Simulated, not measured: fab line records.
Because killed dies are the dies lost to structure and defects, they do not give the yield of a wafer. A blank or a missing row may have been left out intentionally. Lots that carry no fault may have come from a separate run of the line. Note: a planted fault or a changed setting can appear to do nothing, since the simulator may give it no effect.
A lot that was struck, set against a sound lot || flow sky130 || 21 out of 708 route steps
Sound: these wafers, L324.1, L324.2, L324.4. Wafers L334.1, L334.5, L334.6 were the ones struck. The cause comes at the end.
For every step that has rows: the tool of each side, followed by ch and its chambers, followed by its first start. Under that, the readings that differ: sound wafers || struck wafers || difference of the means || sigmas: that difference in standard deviations of wafers without a fault.
alike: same words and numbers on both sides, and readings whose means sit less than 2 such deviations apart. not compared: any withheld reading, any reading some wafer has no value for, any bound like >300 that may hide the same value, and any number with overlapping values for which the record gives no deviation.
A row with sigmas, a row that says differs or no value, or rows on one side alone: a step with any of these is where the two part. Numbers that have no deviation but don't overlap get no sigmas and don't part them. A reading that every wafer of one side lacks parts them only if that side has two wafers or more.

SKY_METAL5_DESCUM_14: chemistry O2, time 11 s.
  sound on rie-metal-02 ch 0,1, day 46 15:48; struck on rie-metal-02 ch 0,1, day 48 23:04
  alike: drypump-motor-current-A, oes-product-au
  not compared: rf-hours-counter-h
SKY_METAL5_METAL_ETCH_15: etches the open film in Cl2/BCl3, stops on SiO2, target depth 1260 nm, time 252 s.
  sound on rie-metal-02 ch 0,1, day 46 15:50; struck on rie-metal-02 ch 0,1, day 48 23:07
  alike: drypump-motor-current-A, mfc-cl2-sccm, oes-product-au, throttle-valve-pct
  not compared: rf-hours-counter-h
SKY_METAL5_STRIP_16: strips in O2/N2.
  sound on plasma-asher-04 ch 0,1, day 46 16:04; struck on plasma-asher-03 ch 0,1, day 48 23:26
  alike: drypump-motor-current-A, o2-flow-sccm, oes-product-au, strip-time-to-endpoint-s
  not compared: rf-hours-counter-h
then, 3 steps without rows for these wafers: SKY_METAL5_STRIP_17 (strips in post etch residue remover, time 1200 s); SKY_METAL5_CLEAN_18 (cleans in IPA, time 180 s); SKY_METAL5_CLEAN_19 (cleans in O3/DIW).
SKY_PASSIVATION_CVD_00: deposits SiO2, target thk 90 nm.
  sound on pecvd-02 ch 0,1, day 46 16:40; struck on pecvd-04 ch 0,1,2, day 49 00:02
  alike: heater-power-w
SKY_PASSIVATION_THK_MEAS_01:
  sound on film-metro-03 at day 46 16:41; struck on film-metro-03 at day 49 00:03
  alike: PASSIVATION_CVD_00_THK
SKY_PASSIVATION_CVD_02: deposits Si3N4, target thk 540 nm.
  sound on pecvd-03 ch 0,2, day 46 16:45; struck on pecvd-02 ch 1,2, day 49 00:07
  alike: heater-power-w
SKY_PASSIVATION_THK_MEAS_03:
  sound on film-metro-01 at day 46 16:59; struck on film-metro-01 at day 49 00:20
  alike: PASSIVATION_CVD_02_THK
then, 2 steps without rows for these wafers: SKY_PASSIVATION_DEHYDRATE_04 (time 60 s); SKY_PASSIVATION_HMDS_05 (prime time 60 s).
SKY_PASSIVATION_COAT_06: resist thk 3000 nm.
  sound on litho-track-04 ch 0, day 47 02:20; struck on litho-track-04 ch 0, day 49 09:03
{"reading": "spin-speed-rpm (rpm)", "sound": "2000.8 2000.4 2000.7", "struck": "2714.1 2715.4 2713.3", "difference": "+713.6", "sigmas": "+99 or more"}
{"reading": "model.coat_of_PASSIVATION_COAT_06.thk-nm (nm)", "sound": "2979 2983 2980", "struck": "2579 2588 2581", "difference": -398, "sigmas": ""}
then, 4 steps without rows for these wafers: SKY_PASSIVATION_SOFTBAKE_07; SKY_PASSIVATION_EXPOSE_08 (exposes mask NSM, target cd 3000 nm); SKY_PASSIVATION_PEB_09; SKY_PASSIVATION_DEVELOP_10 (develop time 60 s).
SKY_PASSIVATION_ETCH_11: etches the open film in CF4/O2, stops on AlCu, target depth 725 nm, time 161.1 s.
  sound on rie-diel-04 ch 0,2,3, day 47 12:24; struck on rie-diel-03 ch 0,1, day 49 17:48
{"reading": "model.coat_of_PASSIVATION_COAT_06.thk-nm (nm)", "sound": "2486 2492 2484", "struck": "2086 2101 2088", "difference": -396, "sigmas": ""}
{"reading": "model.PASSIVATION.cd-nm (nm)", "sound": "2986 2987 2983", "struck": "3031 3031 3030", "difference": "+45", "sigmas": ""}
  alike: drypump-motor-current-A, oes-product-au, throttle-valve-pct
  not compared: rf-hours-counter-h
SKY_PASSIVATION_STRIP_12: strips in O2/N2.
  sound on plasma-asher-03 ch 0,1, day 47 12:31; struck on plasma-asher-03 ch 0,1, day 49 17:55
{"reading": "strip-time-to-endpoint-s (s)", "sound": "31.16 31.25 31.14", "struck": "26.52 26.68 26.55", "difference": -4.60, "sigmas": -35}
  alike: drypump-motor-current-A, o2-flow-sccm, oes-product-au
  not compared: rf-hours-counter-h
then, 1 step without rows for these wafers: SKY_PAD_OPEN_DEHYDRATE_00 (time 60 s).
SKY_PAD_OPEN_PROBE_99:
  sound on prober-01 at day 48 11:18; struck on prober-01 at day 50 11:58
{"reading": "killed-at-contacts", "sound": "31 34 37", "struck": "22 19 21", "difference": -13, "sigmas": -2}
  alike: defect-limited-yield, killed_at_M0_to_M3, killed_at_M4_up, killed-at-front-end, killed-at-other, killed-dies, killed-open, killed-short, sort_bin_3_pad_short, sort_bin_5_function, sort_bin_6_memory, sort-n-pass, sort-yield-pct

## WHERE THEY PART
At SKY_PASSIVATION_COAT_06 first; at SKY_PAD_OPEN_PROBE_99 last (within this record only).

WHY: whatever the simulator had introduced
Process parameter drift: litho-track-04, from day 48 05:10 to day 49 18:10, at SKY_PASSIVATION_COAT_06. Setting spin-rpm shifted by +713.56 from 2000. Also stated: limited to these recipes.
